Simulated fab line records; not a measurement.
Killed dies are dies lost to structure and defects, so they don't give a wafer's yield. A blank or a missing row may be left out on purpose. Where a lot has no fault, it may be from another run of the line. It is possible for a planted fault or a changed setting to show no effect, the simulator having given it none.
Chamber matching ; flow sfq-line ; SFQ_TRILAYER_I0_CMP_CMP_028 on cmp-02 has 4 sister chambers
The step polishes SiO2. 14 wafers are shown with their chamber, then 7 later ones without.

WAFERS PAIRED WITH THEIR CHAMBERS
wafer;chamber;motor-current-A (A);time-to-endpoint-s (s)
L405.2;0;11.9;224
L405.3;3;9.3;223
L405.6;3;9.8;218
L407.2;1;9.5;207
L407.3;2;10.2;212
L407.6;0;12.5;217
L412.1;1;9.4;227
L412.2;0;12.6;220
L412.5;3;10.0;228
L417.3;1;9.5;213
L417.4;0;12.8;215
L417.2;3;9.4;204
L418.2;2;10.1;208
L418.1;1;9.5;215

SIGNATURES (averages over the wafers above)
reading;chamber 0;chamber 1;chamber 2;chamber 3;scatter within a chamber
motor-current-A;12.450;9.475;10.150;9.625;0.281
time-to-endpoint-s;219.00;215.50;210.00;218.25;7.65
Rule: distance of a wafer from a chamber = root of the sum over the readings of ((wafer's reading minus chamber's mean) / reading's scatter) squared. If the next closest chamber is less than 2 further off than the closest, the wafer can't be placed; otherwise it belongs to the closest. The scatter: take each reading less its chamber's mean, square it, sum over the shown wafers, divide by the number of wafers less the number of chambers, and take the root.

WAFERS WITH NO CHAMBER GIVEN
wafer;motor-current-A (A);time-to-endpoint-s (s)
L418.4;12.5;219
L426.1;10.8;217
L426.2;10.4;219
L426.3;9.7;219
L428.1;9.5;212
L428.3;12.6;211
L428.4;10.1;217

CHAMBER TAKEN BY EACH
wafer;from the rows above;in truth
L418.4;0;0
L426.1;can't be placed: 2 or 3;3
L426.2;can't be placed: 2 or 3 or 1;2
L426.3;can't be placed: 3 or 1 or 2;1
L428.1;can't be placed: 1 or 3 or 2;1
L428.3;0;0
L428.4;can't be placed: 2 or 3 or 1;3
Correctly placed: 2 of 7. Cannot be placed on the basis of these rows: 5; the candidates contain the true chamber in 5. Wrongly placed: 0.
